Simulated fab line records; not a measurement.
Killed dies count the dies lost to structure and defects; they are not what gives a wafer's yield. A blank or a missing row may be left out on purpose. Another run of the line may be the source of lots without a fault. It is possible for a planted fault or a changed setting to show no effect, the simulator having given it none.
What tool caused it? | flow sky130 | 36 wafers from 12 lots sampled at 4 of the route's 708 steps

== WHAT EACH GAUGE READ, for each wafer ==
SKY_POLY_CUT_OVL_MEAS_09.
lot  | measured     | on         | POLY_CUT_OVL (nm)
L926 | day 24 15:25 | overlay-02 | 3 0 -4
L927 | day 25 03:33 | overlay-02 | 5 -5 0
L928 | day 25 05:27 | overlay-01 | 1 -6 0
L929 | day 25 14:27 | overlay-01 | -2 -5 -12
L938 | day 30 02:16 | overlay-02 | -3 -13 -7
L941 | day 30 12:56 | overlay-02 | 0 -8 -3
L942 | day 31 01:44 | overlay-01 | -4 4 5
L945 | day 31 07:37 | overlay-01 | -1 -8 -9
L944 | day 31 11:00 | overlay-02 | -4 3 6
L947 | day 31 15:58 | overlay-01 | -8 -3 -12
L946 | day 31 19:05 | overlay-01 | -1 -8 -2
L948 | day 32 04:00 | overlay-02 | 3 -2 2

SKY_LI_CONTACT_OVL_MEAS_13.
lot  | measured     | on         | LI_CONTACT_OVL (nm)
L926 | day 29 14:41 | overlay-01 | -5 -3 -4
L927 | day 30 00:25 | overlay-02 | -2 4 -3
L928 | day 30 01:53 | overlay-01 | 4 3 6
L929 | day 30 10:56 | overlay-01 | 5 -1 7
L938 | day 34 16:52 | overlay-02 | -6 -5 4
L941 | day 35 03:17 | overlay-02 | 17 9 9
L942 | day 35 13:56 | overlay-02 | 1 5 9
L945 | day 35 21:58 | overlay-02 | 3 -3 0
L944 | day 36 01:31 | overlay-02 | 5 6 5
L947 | day 36 06:16 | overlay-02 | 7 4 11
L946 | day 36 08:10 | overlay-01 | 3 -3 2
L948 | day 36 17:12 | overlay-02 | 10 5 -2

== WHAT TOOL EACH LOT RAN ON (gives the tool, then ch and the chambers of the sampled wafers, and finally the start) ==
lot  | SKY_POLY_GATE_ETCH_16              | SKY_LI_CONTACT_CMP_02
L926 | rie diel-02 ch 0,2,3, day 16 20:55 | cmp-01 ch 0,3, day 28 09:49
L927 | rie diel-02 ch 1,3, day 17 04:15   | cmp-02 ch 0,3, day 28 19:29
L928 | rie diel-03 ch 2,3, day 17 07:10   | cmp-01 ch 1,2,3, day 28 21:26
L929 | rie diel-01 ch 1,2, day 17 20:45   | cmp-02 ch 0,1, day 29 06:13
L938 | rie diel-03 ch 1,2, day 22 13:28   | cmp-02 ch 0,1,2, day 33 14:02
L941 | rie diel-01 ch 0,1,2, day 22 23:40 | cmp-01 ch 1,2, day 34 00:16
L942 | rie diel-02 ch 0,3, day 23 15:40   | cmp-01 ch 1,3, day 34 11:02
L945 | rie diel-01 ch 0,1,2, day 23 21:40 | cmp-01 ch 0,1,3, day 34 18:53
L944 | rie diel-03 ch 1,2, day 23 23:34   | cmp-01 ch 0,3, day 34 22:17
L947 | rie diel-02 ch 0,3, day 24 06:07   | cmp-01 ch 2,3, day 35 02:52
L946 | rie diel-03 ch 2, day 24 10:42     | cmp-01 ch 0,1,2, day 35 05:37
L948 | rie diel-02 ch 0,1,2, day 24 18:45 | cmp-01 ch 0,1, day 35 14:14
- SKY_POLY_GATE_ETCH_16: etches Si3N4 in CH3F/O2, stops on poly-Si, time 147.5 s, target depth 75 nm.
- SKY_LI_CONTACT_CMP_02: polishes PSG.

== WHAT THE TOOLS THEMSELVES READ (means of the sampled wafers that have a number; where no wafer has one, the mark that the record gives instead) ==
SKY_POLY_GATE_ETCH_16.
lot  | tool        | bias w (W) | drypump motor current A (A) | oes product au (a.u.) | throttle valve pct (%)
L926 | rie diel-02 | 79.98      | 5.9                         | 0.638                 | 10.536
L927 | rie diel-02 | 80.18      | 6.2                         | 0.632                 | 10.539
L928 | rie diel-03 | 80.15      | 5.7                         | 0.641                 | 10.532
L929 | rie diel-01 | 79.76      | 6.1                         | 0.634                 | 10.527
L938 | rie diel-03 | 80.00      | 5.5                         | 0.641                 | 10.532
L941 | rie diel-01 | 79.92      | 5.8                         | 0.637                 | 10.540
L942 | rie diel-02 | 80.15      | 5.6                         | 0.634                 | 10.541
L945 | rie diel-01 | 80.07      | 5.8                         | 0.637                 | 10.539
L944 | rie diel-03 | 80.11      | 5.5                         | 0.634                 | 10.533
L947 | rie diel-02 | 80.11      | 5.9                         | 0.637                 | 10.534
L946 | rie diel-03 | 80.26      | 5.8                         | 0.637                 | 10.534
L948 | rie diel-02 | 79.88      | 5.9                         | 0.636                 | 10.535

SKY_LI_CONTACT_CMP_02.
lot  | tool   | motor current A (A) | retaining ring pressure frac | time to endpoint s (s)
L926 | cmp-01 | 12.0                | 0.995                        | 29.8
L927 | cmp-02 | 12.4                | 1.001                        | 35.9
L928 | cmp-01 | 12.1                | 1.005                        | 30.8
L929 | cmp-02 | 12.2                | 1.002                        | 36.2
L938 | cmp-02 | 12.5                | 0.999                        | 32.8
L941 | cmp-01 | 11.9                | 0.999                        | 31.0
L942 | cmp-01 | 12.2                | 1.002                        | 27.2
L945 | cmp-01 | 12.1                | 1.001                        | 31.3
L944 | cmp-01 | 11.9                | 1.001                        | 30.1
L947 | cmp-01 | 12.5                | 1.000                        | 31.4
L946 | cmp-01 | 11.9                | 1.004                        | 30.3
L948 | cmp-01 | 12.3                | 0.998                        | 26.6

== THE ANSWER, worked out from the rows above alone ==
Rule: the usual values come from the lots themselves. Put in order of their means at a reading, lots are off if they are a third of the lots or fewer, leave a main group of 4 or more, and stand apart from it by a gap of 3 or more times the standard deviation of the main group's means; of several such gaps the widest counts. If all means in a main group match to the digits the tables above print for the reading, that group is not used. Also off: a lot with no number at a reading for which 4 or more lots have one. Any other lot the step has rows for is counted as sound. The gauges are gone through in route order, then the tools' own readings, and for those a lot's mean is taken as printed above. At the first step where some lot is off, the reading lying furthest off is the one used; lots without a number count as furthest.
Nothing can be told from this: no lot is off at any reading shown.

== WHAT WAS PUT IN BY THE SIMULATOR ==
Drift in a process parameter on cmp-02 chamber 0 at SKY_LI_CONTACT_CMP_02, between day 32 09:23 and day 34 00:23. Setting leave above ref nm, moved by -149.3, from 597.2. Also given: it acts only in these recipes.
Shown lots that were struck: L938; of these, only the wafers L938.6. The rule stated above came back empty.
